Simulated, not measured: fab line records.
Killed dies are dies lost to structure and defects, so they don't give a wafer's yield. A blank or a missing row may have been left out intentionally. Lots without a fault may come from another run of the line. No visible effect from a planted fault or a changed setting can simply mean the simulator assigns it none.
Commonality check across tools + flow gf180mcu + 39 wafers sampled across 13 lots

== REASON FOR OPENING ==
At GF_V2_CD_MEAS_14 the reading cd-nm is flagged on 2 of 13 lots. Fault-free wafers read 260.0 nm, with a standard deviation of 1.3.
Rule: flag the lot when none of its wafers has a number, or when each of its wafers that has one lies beyond 4 standard deviations from that mean. All remaining lots are regarded as sound.

| lot  | measured     | on        | cd-nm (nm), wafer by wafer | flag    |
|------|--------------|-----------|----------------------------|---------|
| L684 | day 20 11:11 | cd-sem-02 | 259.2 259.9 260.5          |         |
| L685 | day 20 13:25 | cd-sem-01 | 259.5 261.1 260.5          |         |
| L690 | day 22 21:02 | cd-sem-01 | 259.3 259.2 260.3          |         |
| L693 | day 23 13:25 | cd-sem-02 | 261.2 261.9 263.1          |         |
| L694 | day 23 20:56 | cd-sem-01 | 250.5 250.2 250.9          | FLAGGED |
| L695 | day 24 07:13 | cd-sem-02 | 252.0 252.8 252.2          | FLAGGED |
| L696 | day 24 15:47 | cd-sem-02 | 260.9 259.2 260.8          |         |
| L698 | day 25 03:23 | cd-sem-01 | 260.0 261.4 259.9          |         |
| L699 | day 25 13:19 | cd-sem-01 | 258.2 258.9 259.9          |         |
| L700 | day 25 16:33 | cd-sem-02 | 261.0 260.5 260.1          |         |
| L703 | day 26 19:21 | cd-sem-01 | 260.6 259.3 258.8          |         |
| L706 | day 27 14:42 | cd-sem-02 | 258.9 260.0 259.5          |         |
| L707 | day 28 05:13 | cd-sem-02 | 260.5 260.6 259.5          |         |
Average over the flagged lots: 251.4 nm; offset from the usual -8.6 nm, equal to -7 standard deviations.

== EACH LOT AND THE TOOL IT RAN ON ==
2 process steps preceding the reading are held in the record, out of 602 steps in the route. Each cell gives the tool, then ch followed by the chambers the sampled wafers passed through, then the start.
| lot  | flag    | GF_M2_SPUTTER_03             | GF_V2_SOFTBAKE_10                 |
|------|---------|------------------------------|-----------------------------------|
| L684 |         | pvd-sputter-03, day 18 10:26 | litho-track-01 ch 0, day 19 23:00 |
| L685 |         | pvd-sputter-02, day 18 11:43 | litho-track-04 ch 0, day 20 01:00 |
| L690 |         | pvd-sputter-02, day 20 20:28 | litho-track-01 ch 0, day 22 09:00 |
| L693 |         | pvd-sputter-04, day 21 14:04 | litho-track-01 ch 0, day 23 02:00 |
| L694 | FLAGGED | pvd-sputter-02, day 21 21:16 | litho-track-01 ch 0, day 23 09:00 |
| L695 | FLAGGED | pvd-sputter-02, day 22 09:16 | litho-track-01 ch 0, day 23 20:00 |
| L696 |         | pvd-sputter-02, day 22 17:05 | litho-track-02 ch 0, day 24 04:00 |
| L698 |         | pvd-sputter-02, day 23 06:09 | litho-track-04 ch 0, day 24 17:00 |
| L699 |         | pvd-sputter-02, day 23 16:03 | litho-track-04 ch 0, day 25 02:00 |
| L700 |         | pvd-sputter-02, day 23 19:51 | litho-track-04 ch 0, day 25 05:00 |
| L703 |         | pvd-sputter-03, day 24 23:00 | litho-track-02 ch 0, day 26 08:00 |
| L706 |         | pvd-sputter-03, day 25 20:07 | litho-track-02 ch 0, day 27 04:00 |
| L707 |         | pvd-sputter-03, day 26 11:38 | litho-track-02 ch 0, day 27 19:00 |
What is done by these steps:
- GF_M2_SPUTTER_03: material Ti, target thk 10 nm, time 6.7 s.
- GF_V2_SOFTBAKE_10: time 60 s.
- GF_V2_CD_MEAS_14: target cd 260 nm.

== FLAGGED AGAINST TOTAL, ONE TOOL AT A TIME (gauges that did the reading follow at the end) ==
| step              | tool           | lots run | flagged | share of the flagged lots | sound lots run after its first flagged lot |
|-------------------|----------------|----------|---------|---------------------------|--------------------------------------------|
| GF_M2_SPUTTER_03  | pvd-sputter-02 | 8        | 2       | all                       | 4 (L696,L698,L699,L700)                    |
| GF_M2_SPUTTER_03  | pvd-sputter-03 | 4        | 0       | none                      | -                                          |
| GF_M2_SPUTTER_03  | pvd-sputter-04 | 1        | 0       | none                      | -                                          |
| GF_V2_SOFTBAKE_10 | litho-track-01 | 5        | 2       | all                       | 0                                          |
| GF_V2_SOFTBAKE_10 | litho-track-02 | 4        | 0       | none                      | -                                          |
| GF_V2_SOFTBAKE_10 | litho-track-04 | 4        | 0       | none                      | -                                          |
| GF_V2_CD_MEAS_14  | cd-sem-01      | 6        | 1       | some                      | 3 (L698,L699,L703)                         |
| GF_V2_CD_MEAS_14  | cd-sem-02      | 7        | 1       | some                      | 4 (L696,L700,L706,L707)                    |

== WHAT THE TABLE ALLOWS ==
2 rows of the table ran every flagged lot: pvd-sputter-02 at GF_M2_SPUTTER_03, litho-track-01 at GF_V2_SOFTBAKE_10.
- pvd-sputter-02 at GF_M2_SPUTTER_03 ran 8 lots, 2 of them flagged. Sound lots ran on it after the first flagged one (L696, L698, L699, L700), which a lasting fault on the whole tool wouldn't allow.
- litho-track-01 at GF_V2_SOFTBAKE_10 ran 5 lots, 2 of them flagged. A fault beginning between L693 (day 23 02:00), its last sound lot, and L694 (day 23 09:00), its first flagged one, fits the data. Its own readings (heater-power-total-W, run-length-s) fall more than 4 standard deviations out on all wafers of the flagged lots.
What remains is a single tool, litho-track-01 at GF_V2_SOFTBAKE_10.

== WHAT HAD BEEN PUT IN BY THE SIMULATOR ==
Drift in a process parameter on litho-track-01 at GF_V2_SOFTBAKE_10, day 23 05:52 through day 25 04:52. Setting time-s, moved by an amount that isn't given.
Shown lots that were struck: L694, L695. The rule above reached the same finding.
